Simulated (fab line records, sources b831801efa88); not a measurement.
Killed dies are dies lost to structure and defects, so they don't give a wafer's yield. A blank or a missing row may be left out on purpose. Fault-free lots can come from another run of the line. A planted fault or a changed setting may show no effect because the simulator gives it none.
A lot that was struck, set against a sound lot -- flow gf180mcu -- 14 out of 602 route steps
Sound: these wafers, L497.1, L497.2, L497.5. Struck: wafers L508.2, L508.3, L508.6. The cause comes at the end.
Each step with rows lists, per side, the tool, then ch with its chambers, then its first start. Under that, the readings that differ: sound wafers -- struck wafers -- difference of the means -- sigmas: that difference in standard deviations of wafers without a fault.
alike: readings with means less than 2 such deviations apart, plus words and numbers identical on both sides. not compared: withheld readings, readings lacking a value on some wafer, bounds such as >300 that could conceal the same value, and numbers that have no deviation in the record and whose values overlap.
A row with sigmas, a row that says differs or no value, or rows on one side alone: a step with any of these is where the two part. When numbers do not overlap yet have no deviation, they are printed without sigmas and do not part them. A reading that every wafer of one side lacks parts them only if that side has two wafers or more.

GF_M1_SPUTTER_00: material Ti, target thk 37.5 nm, time 150 s.
  sound on pvd_sputter-01, day 18 11:13; struck on pvd_sputter-03, day 22 10:41
  alike: throttle_valve_pct
GF_M1_SPUTTER_01: material TiN, target thk 30 nm, time 25 s.
  sound on pvd_sputter-01, day 18 11:19; struck on pvd_sputter-03, day 22 10:47
  alike: throttle_valve_pct
GF_M1_SPUTTER_02: material AlCu, target thk 450 nm, time 23.9 s.
  sound on pvd_sputter-01, day 18 11:21; struck on pvd_sputter-03, day 22 10:49
  alike: throttle_valve_pct
GF_M1_SPUTTER_03: material Ti, target thk 10 nm, time 6.7 s.
  sound on pvd_sputter-01, day 18 11:23; struck on pvd_sputter-03, day 22 10:50
  alike: throttle_valve_pct
GF_M1_SPUTTER_04: material TiN, target thk 50 nm, time 43.16 s.
  sound on pvd_sputter-01, day 18 11:24; struck on pvd_sputter-03, day 22 10:52
  alike: throttle_valve_pct
GF_M1_RS_MEAS_05: measures by four-point-probe.
  sound on film_metro-01, day 18 11:26; struck on film_metro-02, day 22 10:55
  alike: M1_ALCU_RS
GF_M1_THK_MEAS_06: measures by xrf.
  sound on film_metro-01, day 18 11:34; struck on film_metro-02, day 22 11:02
  alike: M1_ALCU_THK
then, 5 steps without rows for these wafers: GF_M1_DEHYDRATE_07 (time 60 s); GF_M1_HMDS_08 (prime time 60 s); GF_M1_COAT_09 (resist thk 1000 nm); GF_M1_SOFTBAKE_10 (time 60 s); GF_M1_EXPOSE_11 (exposes mask Metal1, target cd 230 nm).
GF_M1_PEB_12: peb time 90 s.
  struck on litho_track-03, day 23 09:25; sound on litho_track-04 ch 0, day 19 11:21
  no value came back on the struck wafers for chill_plate_temp_C (C), exhaust_pa (Pa), heater_power_total_W (W); on the sound wafers chill_plate_temp_C (C) reads 23.00 23.04 22.86
then, 1 step without rows for these wafers: GF_M1_DEVELOP_13 (develop time 60 s).

## WHERE THEY PART
Only at GF_M1_PEB_12, as far as this record shows.

WHY: what had been put in by the simulator
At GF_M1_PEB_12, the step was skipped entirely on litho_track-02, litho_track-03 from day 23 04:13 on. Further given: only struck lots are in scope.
